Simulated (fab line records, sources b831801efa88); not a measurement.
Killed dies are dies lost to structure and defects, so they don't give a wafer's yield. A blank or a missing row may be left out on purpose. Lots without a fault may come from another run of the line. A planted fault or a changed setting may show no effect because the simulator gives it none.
Problem report in the 8D (eight disciplines) form, filled by code | flow gf180mcu | the parts of the form that need people (team, actions taken, sign-off) are left out

1. THE PROBLEM
cd_nm at GF_V2_CD_MEAS_14 reads a mean of 251.7 nm on 6 wafers of 2 lots; wafers without a fault read 259.9 nm with a standard deviation of 1.3. That is -6.3 standard deviations from the usual mean.
The step: target cd 260 nm.
First seen on wafer L825.1, day 23 07:30, on cd_sem-02. The record holds 33 wafers of 11 lots with a number at this step. Rule for "out", or "out of limits": more than 4 standard deviations from the usual mean. The other wafers with a number count as sound.

2. WHAT IT IS AND WHAT IT IS NOT
question                    | is                     | is not
which readings at this step | cd_nm                  | -
which lots                  | L825, L826             | L818, L819, L820, L821, L831, L833, L836, L840, L841
which wafers of those lots  | all that have a number | -
read on which gauges        | cd_sem-02              | cd_sem-01
when                        | from day 23 07:30      | up to then (12 sound wafers); but 15 sound wafers of L831, L833, L836, L840, L841 came after

3. SUSPECTS, AND WHAT RULES EACH OUT
Counting: a tool at a process step up to the reading stays a suspect if it ran every lot that is out and no sound lot after the first of them.
- the gauge at GF_V2_CD_MEAS_14: ruled out. All the wafers that are out were read on cd_sem-02, but those of them that GF_V2_EXPOSE_11 has rows for are out there too, on other tools.
- pvd_sputter-02 at GF_V1_SPUTTER_22 (material TiN, target thk 10 nm, time 40 s): ruled out as a lasting fault. Sound lots L833, L836, L841 ran on it after its first lot that is out, L825 (day 21 06:26).
- cmp-01 at GF_V2_CMP_04 (polishes SiO2): ruled out as a lasting fault. Sound lots L831, L840, L841 ran on it after its first lot that is out, L825 (day 22 08:10).
- krf_scanner-02 at GF_V2_EXPOSE_11 (exposes mask Via2, target cd 260 nm): kept. It ran every lot that is out, first L825 (day 22 20:08), and no sound lot after that; its last sound lot up to then is L821 (day 21 04:21). Its own readings are out on those wafers: exposure_dose_mJ_cm2.
Left after counting: krf_scanner-02 at GF_V2_EXPOSE_11.

4. THE CAUSE (what the simulator had put in)
Process parameter drift: krf_scanner-02, from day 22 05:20 on, at GF_V2_EXPOSE_11. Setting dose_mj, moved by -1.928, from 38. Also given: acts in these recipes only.
Counting left only this tool.

5. THE CHAIN OF EFFECTS, in route order
Each row: a reading whose mean over the struck wafers that have a number lies more than 3 standard deviations from the usual. Only readings for which the record gives a usual standard deviation are gone through. hours: the time from each lot's start at the first step in this table that gives one to its start at this step, as a median over the lots. sigmas: the change in usual standard deviations.
hours | step             | reading              | usual    | on struck wafers | change | sigmas
0     | GF_V2_EXPOSE_11  | exposure_dose_mJ_cm2 | 37.80    | 35.88            | -1.92  | -52
11    | GF_V2_CD_MEAS_14 | cd_nm                | 259.9 nm | 251.7            | -8.2   | -6.3
The process steps in it:
- GF_V2_EXPOSE_11: exposes mask Via2, target cd 260 nm.
Later measuring or inspecting steps at which every struck wafer that the step has a row for has a number for every such reading, and none has moved that far: GF_V2_THK_MEAS_25.

6. WHAT WOULD HAVE CAUGHT IT SOONER
In this record the first reading out of limits at a measuring or inspecting step was taken at day 23 07:30, 26 hours after the fault began at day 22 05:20.
The tool's own readings at GF_V2_EXPOSE_11 were out on every struck wafer that the step has a row for (exposure_dose_mJ_cm2): an alarm limit on them would have fired on the first of those.
All the lots that are out (2) had begun GF_V2_EXPOSE_11 on krf_scanner-02 by day 23 07:30. A hold on the tool at that time would have spared none of them.
